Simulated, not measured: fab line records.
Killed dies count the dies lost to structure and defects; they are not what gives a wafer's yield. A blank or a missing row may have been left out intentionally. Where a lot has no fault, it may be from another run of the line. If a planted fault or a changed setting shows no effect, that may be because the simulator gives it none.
The same fault as seen by 2 desks :: flow gf180mcu :: numbers are kept per desk, each desk with only its own; the story behind them comes last

== TOOL OWNER'S DESK, rieSi-02 ==
The tool's own readings at GF_POLY_GATE_ETCH_13 (etches poly-Si in HBr/Cl2, stops on SiO2, target depth 198.5 nm, time 69.6 s): means of the sampled wafers that have a number, for each lot that ran on this tool. A lot is out of limits, marked OUT, if its mean lies more than 4 standard deviations from the usual mean; the brackets give that distance.
Columns: A = drypumpMotorCurrentA at GF_POLY_GATE_ETCH_13, usual 5.8 A; B = oesProductAu at GF_POLY_GATE_ETCH_13, usual 0.990 a.u.; C = runLengthS at GF_POLY_GATE_ETCH_13, usual 97.9 s; D = throttleValvePct at GF_POLY_GATE_ETCH_13, usual 33.684 %
lot: L694
first seen here: day 9 05:01
A: 6.0
B: 0.983
C: 97.5
D: 33.680

lot: L696
first seen here: day 9 19:19
A: 5.5
B: 0.988
C: 97.7
D: 33.692

lot: L700
first seen here: day 10 23:35
A: 5.5
B: 0.976
C: 97.9
D: 33.691

lot: L706
first seen here: day 12 16:13
A: 6.1
B: 0.950 (-4.9) OUT
C: 101.1 (+6.7) OUT
D: 33.685

lot: L716
first seen here: day 16 03:17
A: 5.7
B: 0.989
C: 97.8
D: 33.684
This desk finds L706 out of limits, L706 being first, at day 12 16:13 (oesProductAu at GF_POLY_GATE_ETCH_13). Within limits: L694, L696, L700, L716.

== THE METROLOGY DESK ==
What the gauges read for every lot (on any tool): the sampled wafers with a number, averaged. A lot is out of limits, marked OUT, if its mean lies more than 4 standard deviations from the usual mean; the brackets give that distance.
Columns: A = MVPSD_RS at GF_VT_IMPLANT_RS_MEAS_49, usual 1169 ohm/sq; B = DUAL_GATE_OVL at GF_DUAL_GATE_OVL_MEAS_11, usual -1.2 nm; C = HV_LDD_01_OVL at GF_HV_LDD_OVL_MEAS_20, usual 0.2 nm
lot: L694
first seen here: day 7 15:06
A: 1167
B: -1.0
C: 0.8

lot: L695
first seen here: day 7 22:25
A: 1172
B: -1.1
C: 1.7

lot: L696
first seen here: day 8 01:29
A: 1172
B: -1.2
C: -0.2

lot: L697
first seen here: day 8 10:04
A: 1169
B: -3.0
C: -0.8

lot: L700
first seen here: day 9 03:42
A: 1174
B: -3.2
C: -1.0

lot: L706
first seen here: day 10 23:16
A: 1171
B: -1.4
C: 0.5

lot: L707
first seen here: day 11 05:35
A: 1171
B: -1.1
C: -0.1

lot: L708
first seen here: day 11 11:55
A: 1171
B: -1.2
C: -0.4

lot: L709
first seen here: day 11 17:47
A: 1170
B: -1.0
C: 1.7

lot: L710
first seen here: day 12 00:41
A: 1164
B: -0.5
C: -1.1

lot: L715
first seen here: day 14 01:46
A: 1165
B: -0.0
C: -0.4

lot: L716
first seen here: day 14 01:58
A: 1172
B: -1.2
C: -0.7

lot: L717
first seen here: day 14 06:05
A: 1163
B: 1.0
C: 1.0
This desk's finding: nothing out of limits on any of the 13 lots.

== PUT TOGETHER ==
On L706, at day 12 16:13, an alarm was possible from the tool owner's desk.
Nothing out of limits was seen by the metrology desk.
The metrology desk has L706 on record, within its limits.
Of the lots named, all ran GF_POLY_GATE_ETCH_13 on rieSi-02.

== WHAT THE SIMULATOR HAD PUT IN ==
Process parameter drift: rieSi-02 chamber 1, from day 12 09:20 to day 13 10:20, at GF_POLY_GATE_ETCH_13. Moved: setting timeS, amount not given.
Struck lots among those shown: L706.
Time in hours from fault onset to the first out-of-limits reading at each desk: the tool owner's desk, 7.
